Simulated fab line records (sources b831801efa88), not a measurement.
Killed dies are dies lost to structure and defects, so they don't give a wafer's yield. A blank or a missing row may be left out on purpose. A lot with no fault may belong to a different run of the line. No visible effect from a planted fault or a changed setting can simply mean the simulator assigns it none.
Which of the tools did it? | flow sky130 | 36 wafers from 12 lots sampled at 2 of the route's 708 steps

== WHAT THE GAUGES READ, wafer by wafer ==
SKY_VIA4_OVL_MEAS_11. Usual: VIA4_OVL gives -0.4 nm (standard deviation 1.3).
lot  | measured     | on         | VIA4_OVL (nm)  | flag
L497 | day 43 21:10 | overlay-02 | 0.1 -1.3 -0.4  |
L500 | day 44 18:34 | overlay-01 | -1.4 -1.7 0.6  |
L502 | day 45 02:28 | overlay-01 | -0.4 -0.3 0.5  |
L504 | day 45 20:31 | overlay-01 | 0.4 -0.4 -1.7  |
L506 | day 46 07:15 | overlay-02 | 0.3 -0.6 -2.7  |
L507 | day 46 13:16 | overlay-02 | -1.5 0.8 0.2   |
L508 | day 46 19:03 | overlay-01 | 0.5 -0.2 -0.8  |
L509 | day 46 19:40 | overlay-01 | -0.7 0.7 -1.7  |
L513 | day 48 04:22 | overlay-01 | -1.4 -0.7 -0.6 |
L517 | day 48 19:43 | overlay-02 | -2.4 -0.8 -2.3 |
L518 | day 49 03:01 | overlay-02 | -2.5 -1.2 -1.2 |
L520 | day 49 07:15 | overlay-02 | -2.8 -0.4 1.7  |

== EACH LOT AND THE TOOL THAT RAN IT (in order: tool; ch and the chambers of the sampled wafers; start) ==
lot  | SKY_METAL4_DESCUM_15
L497 | rie_metal-02 ch 0,1, day 42 19:52
L500 | rie_metal-01 ch 0,1, day 43 17:54
L502 | rie_metal-01 ch 0,1, day 44 02:29
L504 | rie_metal-02 ch 0,1, day 44 20:20
L506 | rie_metal-02 ch 0,1, day 45 07:42
L507 | rie_metal-03 ch 0, day 45 14:15
L508 | rie_metal-02 ch 0,1, day 45 20:10
L509 | rie_metal-01 ch 1, day 45 20:49
L513 | rie_metal-02 ch 0,1, day 47 06:40
L517 | rie_metal-02 ch 0,1, day 47 23:10
L518 | rie_metal-02 ch 0,1, day 48 06:19
L520 | rie_metal-01 ch 0,1, day 48 10:48
- SKY_METAL4_DESCUM_15: chemistry O2, time 8 s.

== AS READ BY THE TOOLS THEMSELVES (means over the sampled wafers that have a number; for cases with no such wafer, the mark the record gives instead) ==
SKY_METAL4_DESCUM_15. Usual: drypump_motor_current_A 5.8 A, standard deviation 0.58; oes_product_au 1.001 a.u., standard deviation 0.0066; rf_fwd_power_W 147.2 W, standard deviation 0.91.
lot  | tool         | drypump_motor_current_A (A) | oes_product_au (a.u.) | rf_fwd_power_W (W) | flag
L497 | rie_metal-02 | 5.3                         | 0.999                 | 147.3              |
L500 | rie_metal-01 | 6.5                         | 1.000                 | 147.7              |
L502 | rie_metal-01 | 6.5                         | 0.994                 | 147.8              |
L504 | rie_metal-02 | 5.3                         | 1.003                 | 147.8              |
L506 | rie_metal-02 | 5.3                         | 0.996                 | 147.7              |
L507 | rie_metal-03 | 4.8                         | 1.006                 | 147.6              |
L508 | rie_metal-02 | 5.3                         | 0.990                 | 147.5              |
L509 | rie_metal-01 | 6.1                         | 0.991                 | 146.0              |
L513 | rie_metal-02 | 5.6                         | 1.000                 | 147.1              |
L517 | rie_metal-02 | 5.5                         | 1.004                 | 146.7              |
L518 | rie_metal-02 | 5.3                         | 1.000                 | 147.7              |
L520 | rie_metal-01 | 6.5                         | 0.998                 | 147.8              |

== THE ANSWER, worked out from the rows above alone ==
Rule: take the mean of a lot's wafers that have a number; if it is more than 3 standard deviations from the usual mean, the lot is off. Also off: a lot with no number at a reading for which 4 or more lots have one. All remaining lots with rows at the step are treated as sound. Order of review: gauges by route order, followed by the tools' own readings, for which a lot's mean as printed above is used. At the first step where some lot is off, the reading lying furthest off is the one used; lots without a number count as furthest.
No lot is off on any of the readings shown, so nothing can be concluded from this.

== WHAT THE SIMULATOR PUT IN ==
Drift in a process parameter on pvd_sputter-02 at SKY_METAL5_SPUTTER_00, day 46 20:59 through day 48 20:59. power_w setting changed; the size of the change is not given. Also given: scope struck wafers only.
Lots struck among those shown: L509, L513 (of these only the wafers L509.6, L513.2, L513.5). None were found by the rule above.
